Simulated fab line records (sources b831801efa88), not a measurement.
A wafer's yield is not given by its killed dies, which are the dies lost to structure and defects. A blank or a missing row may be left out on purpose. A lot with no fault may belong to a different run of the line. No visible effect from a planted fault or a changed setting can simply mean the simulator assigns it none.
Which tool is to blame? / flow gf180mcu / 13 lots with 39 wafers sampled at 3 steps, on a route of 602 steps

WHAT THE GAUGES SHOWED, per wafer
GF_CONTACT_RS_MEAS_25: uses a four-point probe to measure. Usual: CONTACT_W_RS gives 0.384 ohm/sq (standard deviation 0.0047).
lot=L867; measured=day 16 03:17; on=film-metro-03; CONTACT_W_RS (ohm/sq)=0.385 0.382 0.384; flag=
lot=L868; measured=day 16 21:18; on=film-metro-04; CONTACT_W_RS (ohm/sq)=0.386 0.385 0.386; flag=
lot=L870; measured=day 17 13:49; on=film-metro-01; CONTACT_W_RS (ohm/sq)=0.385 0.391 0.390; flag=
lot=L872; measured=day 18 10:41; on=film-metro-04; CONTACT_W_RS (ohm/sq)=0.378 0.389 0.386; flag=
lot=L877; measured=day 20 05:35; on=film-metro-03; CONTACT_W_RS (ohm/sq)=43.671 44.078 43.477 43.664 44.134 43.517; flag=OFF
lot=L878; measured=day 20 10:16; on=film-metro-01; CONTACT_W_RS (ohm/sq)=42.898 42.852 42.897 42.944 42.918 42.885; flag=OFF
lot=L879; measured=day 21 01:38; on=film-metro-01; CONTACT_W_RS (ohm/sq)=0.386 0.385 0.386; flag=
lot=L880; measured=day 21 10:32; on=film-metro-03; CONTACT_W_RS (ohm/sq)=0.390 0.389 0.388; flag=
lot=L881; measured=day 21 19:08; on=film-metro-03; CONTACT_W_RS (ohm/sq)=0.386 0.382 0.381; flag=
lot=L882; measured=day 21 23:32; on=film-metro-03; CONTACT_W_RS (ohm/sq)=0.388 0.390 0.397; flag=
lot=L887; measured=day 23 15:56; on=film-metro-01; CONTACT_W_RS (ohm/sq)=0.381 0.383 0.377; flag=
lot=L888; measured=day 24 04:34; on=film-metro-04; CONTACT_W_RS (ohm/sq)=0.376 0.384 0.376; flag=
lot=L889; measured=day 24 06:28; on=film-metro-04; CONTACT_W_RS (ohm/sq)=0.384 0.384 0.381; flag=

WHAT TOOL EACH LOT RAN ON (gives the tool, then ch and the chambers of the sampled wafers, and finally the start)
lot=L867; GF_CONTACT_SPUTTER_23=pvd-sputter-01, day 16 03:07; GF_CONTACT_CVD_24=cvd-w-01 ch 1, day 16 03:10
lot=L868; GF_CONTACT_SPUTTER_23=pvd-sputter-01, day 16 21:10; GF_CONTACT_CVD_24=cvd-w-01 ch 0,1, day 16 21:12
lot=L870; GF_CONTACT_SPUTTER_23=pvd-sputter-04, day 17 13:39; GF_CONTACT_CVD_24=cvd-w-02 ch 0,1, day 17 13:41
lot=L872; GF_CONTACT_SPUTTER_23=pvd-sputter-01, day 18 10:30; GF_CONTACT_CVD_24=cvd-w-02 ch 0,1, day 18 10:34
lot=L877; GF_CONTACT_SPUTTER_23=pvd-sputter-03, day 20 05:24; GF_CONTACT_CVD_24=cvd-w-02 ch 0,1, day 20 05:27
lot=L878; GF_CONTACT_SPUTTER_23=pvd-sputter-01, day 20 10:05; GF_CONTACT_CVD_24=cvd-w-02 ch 0,1, day 20 10:10
lot=L879; GF_CONTACT_SPUTTER_23=pvd-sputter-03, day 21 01:29; GF_CONTACT_CVD_24=cvd-w-02 ch 0, day 21 01:32
lot=L880; GF_CONTACT_SPUTTER_23=pvd-sputter-03, day 21 10:24; GF_CONTACT_CVD_24=cvd-w-02 ch 0,1, day 21 10:26
lot=L881; GF_CONTACT_SPUTTER_23=pvd-sputter-04, day 21 18:54; GF_CONTACT_CVD_24=cvd-w-01 ch 0,1, day 21 18:56
lot=L882; GF_CONTACT_SPUTTER_23=pvd-sputter-01, day 21 23:18; GF_CONTACT_CVD_24=cvd-w-02 ch 0, day 21 23:20
lot=L887; GF_CONTACT_SPUTTER_23=pvd-sputter-03, day 23 15:48; GF_CONTACT_CVD_24=cvd-w-01 ch 0,1, day 23 15:50
lot=L888; GF_CONTACT_SPUTTER_23=pvd-sputter-04, day 24 04:24; GF_CONTACT_CVD_24=cvd-w-01 ch 0,1, day 24 04:26
lot=L889; GF_CONTACT_SPUTTER_23=pvd-sputter-01, day 24 06:19; GF_CONTACT_CVD_24=cvd-w-01 ch 0,1, day 24 06:20
- GF_CONTACT_SPUTTER_23: material TiN, target thk 10 nm, time 40 s.
- GF_CONTACT_CVD_24: deposits W, target thk 300 nm, time 90.339 s.

AS READ BY THE TOOLS THEMSELVES (means over the sampled wafers that have a number; for cases with no such wafer, the mark the record gives instead)
GF_CONTACT_SPUTTER_23. Usual: 29.9 % for throttle-valve-pct, sd 0.93.
lot=L867; tool=pvd-sputter-01; throttle-valve-pct (%)=30.2; flag=
lot=L868; tool=pvd-sputter-01; throttle-valve-pct (%)=30.0; flag=
lot=L870; tool=pvd-sputter-04; throttle-valve-pct (%)=30.3; flag=
lot=L872; tool=pvd-sputter-01; throttle-valve-pct (%)=29.5; flag=
lot=L877; tool=pvd-sputter-03; throttle-valve-pct (%)=29.7; flag=
lot=L878; tool=pvd-sputter-01; throttle-valve-pct (%)=30.4; flag=
lot=L879; tool=pvd-sputter-03; throttle-valve-pct (%)=29.6; flag=
lot=L880; tool=pvd-sputter-03; throttle-valve-pct (%)=29.8; flag=
lot=L881; tool=pvd-sputter-04; throttle-valve-pct (%)=28.9; flag=
lot=L882; tool=pvd-sputter-01; throttle-valve-pct (%)=30.0; flag=
lot=L887; tool=pvd-sputter-03; throttle-valve-pct (%)=29.7; flag=
lot=L888; tool=pvd-sputter-04; throttle-valve-pct (%)=29.2; flag=
lot=L889; tool=pvd-sputter-01; throttle-valve-pct (%)=29.8; flag=

GF_CONTACT_CVD_24. Usual: chamber-pressure-Torr 39.99 Torr, standard deviation 0.087; heater-power-outer-w 549 W, standard deviation 68; heater-power-w 883 W, standard deviation 86; susceptor-temp-C 400.00 C, standard deviation 0.22.
lot=L867; tool=cvd-w-01; chamber-pressure-Torr (Torr)=39.93; heater-power-outer-w (W)=639; heater-power-w (W)=932; susceptor-temp-C (C)=399.94; flag=
lot=L868; tool=cvd-w-01; chamber-pressure-Torr (Torr)=39.99; heater-power-outer-w (W)=562; heater-power-w (W)=854; susceptor-temp-C (C)=400.17; flag=
lot=L870; tool=cvd-w-02; chamber-pressure-Torr (Torr)=39.93; heater-power-outer-w (W)=580; heater-power-w (W)=947; susceptor-temp-C (C)=399.94; flag=
lot=L872; tool=cvd-w-02; chamber-pressure-Torr (Torr)=39.94; heater-power-outer-w (W)=576; heater-power-w (W)=963; susceptor-temp-C (C)=399.90; flag=
lot=L877; tool=cvd-w-02; chamber-pressure-Torr (Torr)=-; heater-power-outer-w (W)=-; heater-power-w (W)=-; susceptor-temp-C (C)=-; flag=OFF
lot=L878; tool=cvd-w-02; chamber-pressure-Torr (Torr)=-; heater-power-outer-w (W)=-; heater-power-w (W)=-; susceptor-temp-C (C)=-; flag=OFF
lot=L879; tool=cvd-w-02; chamber-pressure-Torr (Torr)=40.01; heater-power-outer-w (W)=466; heater-power-w (W)=825; susceptor-temp-C (C)=399.85; flag=
lot=L880; tool=cvd-w-02; chamber-pressure-Torr (Torr)=39.98; heater-power-outer-w (W)=528; heater-power-w (W)=896; susceptor-temp-C (C)=400.01; flag=
lot=L881; tool=cvd-w-01; chamber-pressure-Torr (Torr)=40.08; heater-power-outer-w (W)=526; heater-power-w (W)=819; susceptor-temp-C (C)=399.86; flag=
lot=L882; tool=cvd-w-02; chamber-pressure-Torr (Torr)=40.14; heater-power-outer-w (W)=467; heater-power-w (W)=826; susceptor-temp-C (C)=399.92; flag=
lot=L887; tool=cvd-w-01; chamber-pressure-Torr (Torr)=40.00; heater-power-outer-w (W)=551; heater-power-w (W)=853; susceptor-temp-C (C)=399.94; flag=
lot=L888; tool=cvd-w-01; chamber-pressure-Torr (Torr)=40.05; heater-power-outer-w (W)=527; heater-power-w (W)=822; susceptor-temp-C (C)=399.85; flag=
lot=L889; tool=cvd-w-01; chamber-pressure-Torr (Torr)=40.01; heater-power-outer-w (W)=553; heater-power-w (W)=856; susceptor-temp-C (C)=400.20; flag=

THE ANSWER, worked out from the rows above alone
Rule: a lot is off if the mean of its wafers that have a number lies more than 3 standard deviations from the usual mean. A lot without any number at a reading at which 4 lots or more have one is off too. Where the step has rows for the other lots, those lots are counted as sound. First the gauges in route order, then the tools' own readings, where a lot's mean is used as printed above. At the first step where some lot is off, the reading lying furthest off is the one used; lots without a number count as furthest.
Off: at GF_CONTACT_RS_MEAS_25 (CONTACT_W_RS), L877, L878.
A tool fits if, at a process step before that reading, it ran every lot that is off, and no sound lot after the first of them. Not tried: the gauges at GF_CONTACT_RS_MEAS_25; whatever is off there is also off at GF_CONTACT_CVD_24, on other tools, and gauge error can't account for it. No candidate that was tried fits.

WHAT THE SIMULATOR HAD INSERTED
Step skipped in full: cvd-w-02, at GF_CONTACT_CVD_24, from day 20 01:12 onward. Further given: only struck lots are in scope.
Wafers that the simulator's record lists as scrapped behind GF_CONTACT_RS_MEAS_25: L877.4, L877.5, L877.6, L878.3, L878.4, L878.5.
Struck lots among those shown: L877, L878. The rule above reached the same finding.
